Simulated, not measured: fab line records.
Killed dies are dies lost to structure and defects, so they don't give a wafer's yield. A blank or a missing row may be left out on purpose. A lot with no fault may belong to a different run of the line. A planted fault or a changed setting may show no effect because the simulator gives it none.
Which tool did it? || flow sky130 || 11 lots, 33 wafers sampled, at 4 steps of a route of 708

## WHAT EACH GAUGE READ, for each wafer
SKY_METAL1_OVL_MEAS_16. Usual: METAL1_OVL 1 nm, standard deviation 5.9.
{"lot": "L576", "measured": "day 32 04:40", "on": "overlay-01", "METAL1_OVL (nm)": "2 5 6", "flag": ""}
{"lot": "L577", "measured": "day 32 19:24", "on": "overlay-01", "METAL1_OVL (nm)": "11 15 4", "flag": ""}
{"lot": "L578", "measured": "day 33 06:13", "on": "overlay-02", "METAL1_OVL (nm)": "2 -1 5", "flag": ""}
{"lot": "L579", "measured": "day 33 09:10", "on": "overlay-02", "METAL1_OVL (nm)": "10 10 9", "flag": ""}
{"lot": "L586", "measured": "day 36 08:16", "on": "overlay-02", "METAL1_OVL (nm)": "1 -2 0", "flag": ""}
{"lot": "L587", "measured": "day 36 10:19", "on": "overlay-01", "METAL1_OVL (nm)": "-8 -2 -5", "flag": ""}
{"lot": "L588", "measured": "day 37 02:36", "on": "overlay-02", "METAL1_OVL (nm)": "0 -1 -4", "flag": ""}
{"lot": "L589", "measured": "day 37 17:55", "on": "overlay-02", "METAL1_OVL (nm)": "12 3 15", "flag": ""}
{"lot": "L590", "measured": "day 38 04:15", "on": "overlay-02", "METAL1_OVL (nm)": "-6 -1 1", "flag": ""}
{"lot": "L591", "measured": "day 38 10:01", "on": "overlay-01", "METAL1_OVL (nm)": "1 -3 -5", "flag": ""}
{"lot": "L592", "measured": "day 38 11:37", "on": "overlay-01", "METAL1_OVL (nm)": "-6 -11 -4", "flag": ""}

SKY_VIA2_THK_MEAS_01. Usual: VIA2_HDPCVD_THK 1183 nm, standard deviation 12.
{"lot": "L576", "measured": "day 34 14:08", "on": "film_metro-01", "VIA2_HDPCVD_THK (nm)": "1189 1178 1178", "flag": ""}
{"lot": "L577", "measured": "day 35 03:37", "on": "film_metro-03", "VIA2_HDPCVD_THK (nm)": "1199 1201 1207", "flag": ""}
{"lot": "L578", "measured": "day 35 15:14", "on": "film_metro-03", "VIA2_HDPCVD_THK (nm)": "1188 1170 1169", "flag": ""}
{"lot": "L579", "measured": "day 35 18:21", "on": "film_metro-03", "VIA2_HDPCVD_THK (nm)": "1195 1174 1182", "flag": ""}
{"lot": "L586", "measured": "day 38 16:12", "on": "film_metro-03", "VIA2_HDPCVD_THK (nm)": "1169 1179 1180", "flag": ""}
{"lot": "L587", "measured": "day 38 17:58", "on": "film_metro-03", "VIA2_HDPCVD_THK (nm)": "1175 1176 1182", "flag": ""}
{"lot": "L588", "measured": "day 39 09:16", "on": "film_metro-01", "VIA2_HDPCVD_THK (nm)": "1186 1189 1182", "flag": ""}
{"lot": "L589", "measured": "day 40 00:54", "on": "film_metro-02", "VIA2_HDPCVD_THK (nm)": "1189 1184 1202", "flag": ""}
{"lot": "L590", "measured": "day 40 10:49", "on": "film_metro-01", "VIA2_HDPCVD_THK (nm)": "2344 2346 2356", "flag": "OFF"}
{"lot": "L591", "measured": "day 40 17:35", "on": "film_metro-03", "VIA2_HDPCVD_THK (nm)": "2381 2392 2362", "flag": "OFF"}
{"lot": "L592", "measured": "day 40 17:44", "on": "film_metro-03", "VIA2_HDPCVD_THK (nm)": "2384 2377 2351", "flag": "OFF"}

## TOOL THAT RAN EACH LOT (tool first, then ch and the chambers of the sampled wafers, then the start)
{"lot": "L576", "SKY_METAL1_STRIP_20": "plasma_asher-02 ch 0,1, day 32 04:53", "SKY_VIA2_HDPCVD_00": "hdpcvd-01 ch 0,1, day 34 14:00"}
{"lot": "L577", "SKY_METAL1_STRIP_20": "plasma_asher-01 ch 0,1, day 32 19:50", "SKY_VIA2_HDPCVD_00": "hdpcvd-01 ch 1,2, day 35 03:29"}
{"lot": "L578", "SKY_METAL1_STRIP_20": "plasma_asher-01 ch 0,1, day 33 06:26", "SKY_VIA2_HDPCVD_00": "hdpcvd-01 ch 0,1,2, day 35 15:07"}
{"lot": "L579", "SKY_METAL1_STRIP_20": "plasma_asher-01 ch 0,1, day 33 09:41", "SKY_VIA2_HDPCVD_00": "hdpcvd-01 ch 0,1, day 35 18:13"}
{"lot": "L586", "SKY_METAL1_STRIP_20": "plasma_asher-01 ch 0,1, day 36 08:29", "SKY_VIA2_HDPCVD_00": "hdpcvd-01 ch 0,1,2, day 38 16:04"}
{"lot": "L587", "SKY_METAL1_STRIP_20": "plasma_asher-01 ch 0,1, day 36 10:34", "SKY_VIA2_HDPCVD_00": "hdpcvd-02 ch 0,2, day 38 17:49"}
{"lot": "L588", "SKY_METAL1_STRIP_20": "plasma_asher-03 ch 0,1, day 37 02:49", "SKY_VIA2_HDPCVD_00": "hdpcvd-02 ch 0,2, day 39 09:08"}
{"lot": "L589", "SKY_METAL1_STRIP_20": "plasma_asher-01 ch 0,1, day 37 18:08", "SKY_VIA2_HDPCVD_00": "hdpcvd-01 ch 0,1,2, day 40 00:46"}
{"lot": "L590", "SKY_METAL1_STRIP_20": "plasma_asher-02 ch 0,1, day 38 04:30", "SKY_VIA2_HDPCVD_00": "hdpcvd-02 ch 0,1, day 40 10:23"}
{"lot": "L591", "SKY_METAL1_STRIP_20": "plasma_asher-01 ch 0,1, day 38 10:16", "SKY_VIA2_HDPCVD_00": "hdpcvd-02 ch 0,1, day 40 16:58"}
{"lot": "L592", "SKY_METAL1_STRIP_20": "plasma_asher-03 ch 0,1, day 38 11:50", "SKY_VIA2_HDPCVD_00": "hdpcvd-02 ch 0,1,2, day 40 17:19"}
- SKY_METAL1_STRIP_20: strips in O2/N2.
- SKY_VIA2_HDPCVD_00: deposits SiO2, target thk 1180 nm, time 196.7 s.

## WHAT THE TOOLS THEMSELVES READ (means of the sampled wafers that have a number; where no wafer has one, the mark that the record gives instead)
SKY_METAL1_STRIP_20. Usual: drypump_motor_current_A 5.6 A, standard deviation 0.38; n2_flow_sccm 300.1 sccm, standard deviation 0.97; oes_product_au 0.341 a.u., standard deviation 0.0049; strip_time_to_endpoint_s 2.66 s, standard deviation 0.044.
{"lot": "L576", "tool": "plasma_asher-02", "drypump_motor_current_A (A)": 5.5, "n2_flow_sccm (sccm)": 301.1, "oes_product_au (a.u.)": 0.345, "strip_time_to_endpoint_s (s)": 2.68, "flag": ""}
{"lot": "L577", "tool": "plasma_asher-01", "drypump_motor_current_A (A)": 5.4, "n2_flow_sccm (sccm)": 300.1, "oes_product_au (a.u.)": 0.340, "strip_time_to_endpoint_s (s)": 2.70, "flag": ""}
{"lot": "L578", "tool": "plasma_asher-01", "drypump_motor_current_A (A)": 5.6, "n2_flow_sccm (sccm)": 299.7, "oes_product_au (a.u.)": 0.337, "strip_time_to_endpoint_s (s)": 2.69, "flag": ""}
{"lot": "L579", "tool": "plasma_asher-01", "drypump_motor_current_A (A)": 5.6, "n2_flow_sccm (sccm)": 299.5, "oes_product_au (a.u.)": 0.346, "strip_time_to_endpoint_s (s)": 2.66, "flag": ""}
{"lot": "L586", "tool": "plasma_asher-01", "drypump_motor_current_A (A)": 5.6, "n2_flow_sccm (sccm)": 299.3, "oes_product_au (a.u.)": 0.342, "strip_time_to_endpoint_s (s)": 2.67, "flag": ""}
{"lot": "L587", "tool": "plasma_asher-01", "drypump_motor_current_A (A)": 5.4, "n2_flow_sccm (sccm)": 299.7, "oes_product_au (a.u.)": 0.342, "strip_time_to_endpoint_s (s)": 2.66, "flag": ""}
{"lot": "L588", "tool": "plasma_asher-03", "drypump_motor_current_A (A)": 5.8, "n2_flow_sccm (sccm)": 300.5, "oes_product_au (a.u.)": 0.340, "strip_time_to_endpoint_s (s)": 2.65, "flag": ""}
{"lot": "L589", "tool": "plasma_asher-01", "drypump_motor_current_A (A)": 5.4, "n2_flow_sccm (sccm)": 299.7, "oes_product_au (a.u.)": 0.342, "strip_time_to_endpoint_s (s)": 2.69, "flag": ""}
{"lot": "L590", "tool": "plasma_asher-02", "drypump_motor_current_A (A)": 5.7, "n2_flow_sccm (sccm)": 300.2, "oes_product_au (a.u.)": 0.336, "strip_time_to_endpoint_s (s)": 2.57, "flag": ""}
{"lot": "L591", "tool": "plasma_asher-01", "drypump_motor_current_A (A)": 5.6, "n2_flow_sccm (sccm)": 300.9, "oes_product_au (a.u.)": 0.338, "strip_time_to_endpoint_s (s)": 2.58, "flag": ""}
{"lot": "L592", "tool": "plasma_asher-03", "drypump_motor_current_A (A)": 5.9, "n2_flow_sccm (sccm)": 301.1, "oes_product_au (a.u.)": 0.342, "strip_time_to_endpoint_s (s)": 2.69, "flag": ""}

SKY_VIA2_HDPCVD_00. Usual: pressure_mtorr 6.001 mTorr, standard deviation 0.013.
{"lot": "L576", "tool": "hdpcvd-01", "pressure_mtorr (mTorr)": 6.002, "flag": ""}
{"lot": "L577", "tool": "hdpcvd-01", "pressure_mtorr (mTorr)": 5.987, "flag": ""}
{"lot": "L578", "tool": "hdpcvd-01", "pressure_mtorr (mTorr)": 6.008, "flag": ""}
{"lot": "L579", "tool": "hdpcvd-01", "pressure_mtorr (mTorr)": 5.991, "flag": ""}
{"lot": "L586", "tool": "hdpcvd-01", "pressure_mtorr (mTorr)": 5.992, "flag": ""}
{"lot": "L587", "tool": "hdpcvd-02", "pressure_mtorr (mTorr)": 5.995, "flag": ""}
{"lot": "L588", "tool": "hdpcvd-02", "pressure_mtorr (mTorr)": 6.001, "flag": ""}
{"lot": "L589", "tool": "hdpcvd-01", "pressure_mtorr (mTorr)": 6.003, "flag": ""}
{"lot": "L590", "tool": "hdpcvd-02", "pressure_mtorr (mTorr)": 5.995, "flag": ""}
{"lot": "L591", "tool": "hdpcvd-02", "pressure_mtorr (mTorr)": 5.994, "flag": ""}
{"lot": "L592", "tool": "hdpcvd-02", "pressure_mtorr (mTorr)": 6.001, "flag": ""}

## THE ANSWER, worked out from the rows above alone
Rule: a lot counts as off when the mean over its wafers that have a number is more than 3 standard deviations away from the usual mean. Also off: a lot with no number at a reading for which 4 or more lots have one. All remaining lots with rows at the step are treated as sound. After the gauges, taken in route order, come the tools' own readings; for these a lot's mean is taken, as printed above. At the first step where some lot is off, the reading lying furthest off is the one used; lots without a number count as furthest.
Off: at SKY_VIA2_THK_MEAS_01 (VIA2_HDPCVD_THK), L590, L591, L592.
A tool fits if, at a process step before that reading, it ran every lot that is off, and no sound lot after the first of them. Gauges at SKY_VIA2_THK_MEAS_01: tried the same way as those tools. One candidate fits, namely hdpcvd-02 at SKY_VIA2_HDPCVD_00. A fault onset in the window from L588 (day 39 09:08, its last sound lot) to L590 (day 40 10:23, its first lot off) fits.

## WHAT HAD BEEN PUT IN BY THE SIMULATOR
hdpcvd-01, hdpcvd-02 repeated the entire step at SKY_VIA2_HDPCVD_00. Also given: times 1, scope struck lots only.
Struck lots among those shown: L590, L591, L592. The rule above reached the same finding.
